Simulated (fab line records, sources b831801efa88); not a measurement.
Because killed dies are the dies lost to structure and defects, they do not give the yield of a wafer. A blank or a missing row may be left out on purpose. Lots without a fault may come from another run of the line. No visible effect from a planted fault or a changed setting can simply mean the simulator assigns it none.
Comparing a struck lot with a sound one :: flow sky130 :: 15 steps out of a route of 708
Sound: these wafers, L918.2, L918.3, L918.6. The struck wafers were L935.2, L935.4, L935.5. The cause comes at the end.
For every step that has rows: the tool of each side, followed by ch and its chambers, followed by its first start. Under that, the readings that differ: sound wafers :: struck wafers :: difference of the means :: sigmas: that difference in standard deviations of wafers without a fault.
alike: readings whose means differ by less than 2 such deviations, and words and numbers that are the same on both sides. not compared: withheld readings, readings that some wafer has no value for, bounds like >300 that may hide the same value, and numbers for which the record gives no deviation and whose values overlap.
A row with sigmas, a row that says differs or no value, or rows on one side alone: a step with any of these is where the two part. Non-overlapping numbers with no deviation appear without sigmas and do not part them. Lack of a reading on every wafer of one side parts them only where that side has two or more wafers.

first, 8 steps without rows for these wafers: SKY_LOCAL_INTERCONNECT_DEHYDRATE_03 (time 60 s); SKY_LOCAL_INTERCONNECT_HMDS_04 (prime time 60 s); SKY_LOCAL_INTERCONNECT_COAT_05 (resist thk 60 nm); SKY_LOCAL_INTERCONNECT_COAT_06 (resist thk 454.4 nm); SKY_LOCAL_INTERCONNECT_SOFTBAKE_07 (time 90 s); SKY_LOCAL_INTERCONNECT_EXPOSE_08 (exposes mask LI1M, target cd 170 nm); SKY_LOCAL_INTERCONNECT_PEB_09; SKY_LOCAL_INTERCONNECT_DEVELOP_10 (develop time 60 s).
SKY_LOCAL_INTERCONNECT_CD_MEAS_11: the cd target is 170 nm.
  sound on cd-sem-01 at day 31 05:22; struck on cd-sem-01 at day 36 16:28
  alike: cd-nm
SKY_LOCAL_INTERCONNECT_OVL_MEAS_12:
  sound on overlay-02 at day 31 05:29; struck on overlay-01 at day 36 16:34
  alike: LOCAL_INTERCONNECT_OVL
SKY_LOCAL_INTERCONNECT_ETCH_13: etches BARC in N2/H2, stops on SiO2, time 45.9 s, target depth 60 nm.
  sound on rie-metal-03 ch 1, day 31 05:32; struck on rie-metal-03 ch 0,1, day 36 16:36
  alike: drypump-motor-current-A, oes-product-au, throttle-valve-pct
  not compared: rf-hours-counter-h
SKY_LOCAL_INTERCONNECT_METAL_ETCH_14: etches TiN in Cl2/BCl3, stops on PSG, target depth 110 nm, time 31.4 s.
  sound on rie-metal-03 ch 1, day 31 05:42; struck on rie-metal-03 ch 0,1, day 36 16:41
  alike: drypump-motor-current-A, oes-product-au, throttle-valve-pct
  not compared: rf-hours-counter-h
SKY_LOCAL_INTERCONNECT_STRIP_15: strips in O2/N2.
  sound on plasma-asher-04 ch 0, day 31 05:49; struck on plasma-asher-01 ch 0,1, day 36 16:45
reading: chamber-pressure-mTorr (mTorr)
sound: 1499.2 1501.2 1500.0
struck: 1798.3 1799.9 1800.6
difference: +299.5
sigmas: +99 or more

reading: strip-time-to-endpoint-s (s)
sound: 4.796 4.803 4.802
struck: 4.617 4.612 4.599
difference: -0.191
sigmas: -9
  alike: drypump-motor-current-A, oes-product-au
  not compared: rf-hours-counter-h
then, 2 steps without rows for these wafers: SKY_LOCAL_INTERCONNECT_STRIP_16 (strips in post etch residue remover, time 1200 s); SKY_PAD_OPEN_PROBE_99.

WHERE THEY PART
At SKY_LOCAL_INTERCONNECT_STRIP_15 and nowhere else, as far as this record goes.

WHY: whatever the simulator had introduced
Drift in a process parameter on plasma-asher-01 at SKY_LOCAL_INTERCONNECT_STRIP_15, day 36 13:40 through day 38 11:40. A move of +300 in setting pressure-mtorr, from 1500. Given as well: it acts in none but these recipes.
